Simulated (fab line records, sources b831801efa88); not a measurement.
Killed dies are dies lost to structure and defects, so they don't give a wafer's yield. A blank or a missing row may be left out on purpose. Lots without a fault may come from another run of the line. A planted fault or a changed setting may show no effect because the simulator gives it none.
A struck lot beside a sound one | flow gf180mcu | 43 steps out of a route of 602
Sound: wafers L112.1, L112.3, L112.4. Struck: wafers L121.1, L121.3, L121.5. The cause comes at the end.
At each step with rows: each side's tool, then ch and its chambers, then its first start. Under that, the readings that differ: sound wafers | struck wafers | difference of the means | sigmas: that difference in standard deviations of wafers without a fault.
alike: readings whose means differ by less than 2 such deviations, and words and numbers that are the same on both sides. not compared: withheld readings, readings that some wafer has no value for, bounds like >300 that may hide the same value, and numbers for which the record gives no deviation and whose values overlap.
The two part at a step that has a row with sigmas, a row that says differs or no value, or rows on one side only. Numbers that don't overlap but have no deviation are shown without sigmas and don't part them. A reading that every wafer of one side lacks parts them only if that side has two wafers or more.

first, 1 step without rows for these wafers: GF_MVSD_IMPLANT_09.
GF_MVSD_STRIP_10: strips in O2/N2.
  sound on plasma_asher-01 ch 0,1, day 5 18:19; struck on plasma_asher-03 ch 0,1, day 7 19:43
  alike: drypump_motor_current_A, heater_power_w, oes_product_au, strip_time_to_endpoint_s
  not compared: rf_hours_counter_h
GF_MVSD_TW_MEAS_11:
  sound on film_metro-04, day 5 18:25; struck on film_metro-04, day 7 19:49
  alike: MVSD_TW
then, 7 steps without rows for these wafers: GF_MVPSD_DEHYDRATE_00 (time 60 s); GF_MVPSD_HMDS_01 (prime time 60 s); GF_MVPSD_COAT_02 (resist thk 3000 nm); GF_MVPSD_SOFTBAKE_03; GF_MVPSD_EXPOSE_04 (exposes mask MVPSD, target cd 1000 nm); GF_MVPSD_PEB_05; GF_MVPSD_DEVELOP_06 (develop time 60 s).
GF_MVPSD_OVL_MEAS_07:
  sound on overlay-02, day 6 08:41; struck on overlay-01, day 8 12:14
  alike: MVPSD_OVL
then, 1 step without rows for these wafers: GF_MVPSD_IMPLANT_08.
GF_MVPSD_IMPLANT_09:
  sound on implanter-01 ch 0, day 6 08:52; struck on implanter-01 ch 0, day 8 12:25
  reading            | sound                         | struck                        | difference | sigmas
  dose_ions_cm2      | 4.985e+12 4.997e+12 4.987e+12 | 2.356e+12 2.356e+12 2.352e+12 | -2.635e+12 | -99 or more
  faraday_current_uA | 27.0 29.1 28.2                | 13.4 13.7 13.3                | -14.6      | -26
GF_MVPSD_STRIP_10: strips in O2/N2.
  sound on plasma_asher-02 ch 0,1, day 6 09:01; struck on plasma_asher-02 ch 0,1, day 8 12:34
  alike: drypump_motor_current_A, heater_power_w, oes_product_au, strip_time_to_endpoint_s
  not compared: rf_hours_counter_h
GF_MVPSD_TW_MEAS_11:
  sound on film_metro-01, day 6 09:07; struck on film_metro-04, day 8 12:54
  reading  | sound       | struck      | difference | sigmas
  MVPSD_TW | 552 555 553 | 531 531 535 | -21        | -6
  not compared: hold
then, 6 steps without rows for these wafers: GF_VT_IMPLANT_HMDS_01 (prime time 60 s); GF_VT_IMPLANT_COAT_02 (resist thk 1000 nm); GF_VT_IMPLANT_SOFTBAKE_03 (time 60 s); GF_VT_IMPLANT_EXPOSE_04 (exposes mask LVPWELL LV AREA, target cd 600 nm); GF_VT_IMPLANT_PEB_05; GF_VT_IMPLANT_DEVELOP_06 (develop time 60 s).
GF_VT_IMPLANT_OVL_MEAS_07:
  sound on overlay-01, day 7 00:42; struck on overlay-01, day 9 05:20
  alike: VT_IMPLANT_OVL
then, 1 step without rows for these wafers: GF_VT_IMPLANT_IMPLANT_08.
GF_VT_IMPLANT_STRIP_09: strips in O2/N2.
  sound on plasma_asher-04 ch 0,1, day 7 00:53; struck on plasma_asher-03 ch 0, day 9 05:32
  alike: drypump_motor_current_A, heater_power_w, oes_product_au, strip_time_to_endpoint_s
  not compared: rf_hours_counter_h
GF_VT_IMPLANT_TW_MEAS_10:
  sound on film_metro-02, day 7 00:59; struck on film_metro-03, day 9 05:38
  alike: VT_IMPLANT_TW
then, 7 steps without rows for these wafers: GF_VT_IMPLANT_DEHYDRATE_11 (time 60 s); GF_VT_IMPLANT_HMDS_12 (prime time 60 s); GF_VT_IMPLANT_COAT_13 (resist thk 1000 nm); GF_VT_IMPLANT_SOFTBAKE_14 (time 60 s); GF_VT_IMPLANT_EXPOSE_15 (exposes mask Nwell LV AREA, target cd 860 nm); GF_VT_IMPLANT_PEB_16; GF_VT_IMPLANT_DEVELOP_17 (develop time 60 s).
GF_VT_IMPLANT_OVL_MEAS_18:
  sound on overlay-02, day 7 16:25; struck on overlay-01, day 9 22:56
  alike: VT_IMPLANT_01_OVL
then, 1 step without rows for these wafers: GF_VT_IMPLANT_IMPLANT_19.
GF_VT_IMPLANT_STRIP_20: strips in O2/N2.
  sound on plasma_asher-04 ch 0,1, day 7 16:35; struck on plasma_asher-03 ch 0,1, day 9 23:08
  alike: drypump_motor_current_A, heater_power_w, oes_product_au, strip_time_to_endpoint_s
  not compared: rf_hours_counter_h
GF_VT_IMPLANT_TW_MEAS_21:
  sound on film_metro-03, day 7 16:41; struck on film_metro-02, day 9 23:14
  alike: VT_IMPLANT_2_TW
then, 5 steps without rows for these wafers: GF_VT_IMPLANT_DEHYDRATE_22 (time 60 s); GF_VT_IMPLANT_HMDS_23 (prime time 60 s); GF_VT_IMPLANT_COAT_24 (resist thk 1000 nm); GF_VT_IMPLANT_SOFTBAKE_25 (time 60 s); GF_VT_IMPLANT_EXPOSE_26 (exposes mask LVPWELL HV AREA, target cd 860 nm).
GF_VT_IMPLANT_RS_MEAS_49: measures by four-point-probe.
  sound on film_metro-01, day 9 02:25; struck on film_metro-03, day 11 13:48
  reading           | sound          | struck         | difference | sigmas
  MVPSD_RS (ohm/sq) | 1169 1167 1169 | 1312 1314 1312 | +144       | +47
  not compared: hold
GF_PASSIVATION_PROBE_99:
  the record has rows for the sound wafers here (prober-02, day 30 21:39) and none for the struck ones

WHERE THEY PART
First at GF_MVPSD_IMPLANT_09; last, within this record, at GF_PASSIVATION_PROBE_99.

WHY: what the simulator had put in
Process parameter drift: implanter-01, from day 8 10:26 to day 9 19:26, at GF_MVPSD_IMPLANT_09. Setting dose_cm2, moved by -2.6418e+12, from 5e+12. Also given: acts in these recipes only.
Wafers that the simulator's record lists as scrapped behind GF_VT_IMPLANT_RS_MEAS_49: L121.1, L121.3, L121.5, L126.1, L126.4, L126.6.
